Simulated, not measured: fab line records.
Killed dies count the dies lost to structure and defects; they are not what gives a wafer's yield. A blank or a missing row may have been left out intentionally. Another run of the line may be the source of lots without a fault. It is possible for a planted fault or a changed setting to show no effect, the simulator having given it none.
What tool caused it? | flow sky130 | route of 708 steps, sampled at 1 step: 12 lots, 36 wafers

## WHAT THE GAUGES READ, wafer by wafer
SKY_POLY_CUT_OVL_MEAS_09.
lot  | measured     | on         | POLY_CUT_OVL (nm)
L075 | day 24 07:14 | overlay-02 | 11 -1 6
L077 | day 25 05:44 | overlay-02 | -2 0 4
L079 | day 26 10:23 | overlay-01 | -9 -8 -12
L081 | day 27 00:49 | overlay-02 | -7 -2 -3
L083 | day 27 12:20 | overlay-02 | -5 -7 -1
L085 | day 28 08:43 | overlay-02 | -7 -9 -6
L087 | day 28 21:47 | overlay-01 | 2 -3 3
L089 | day 29 15:41 | overlay-01 | -2 -2 5
L091 | day 30 08:05 | overlay-01 | 3 -1 4
L093 | day 31 02:32 | overlay-01 | -6 -7 -5
L095 | day 31 11:37 | overlay-02 | 11 5 9
L097 | day 32 04:38 | overlay-02 | 4 6 5

## WHAT TOOL EACH LOT RAN ON (gives the tool, then ch and the chambers of the sampled wafers, and finally the start)
There is no process step in the record ahead of these readings.

## THE ANSWER, worked out from the rows above alone
Rule: usual is defined by the lots themselves. Put in order of their means at a reading, lots are off if they are a third of the lots or fewer, leave a main group of 4 or more, and stand apart from it by a gap of 3 or more times the standard deviation of the main group's means; of several such gaps the widest counts. Not used: any main group whose means are identical at the precision the tables above print for the reading. A lot without any number at a reading at which 4 lots or more have one is off too. Where the step has rows for the other lots, those lots are counted as sound.
Across all readings shown, no lot is off: no conclusion can be drawn from this.

## WHAT THE SIMULATOR HAD INSERTED
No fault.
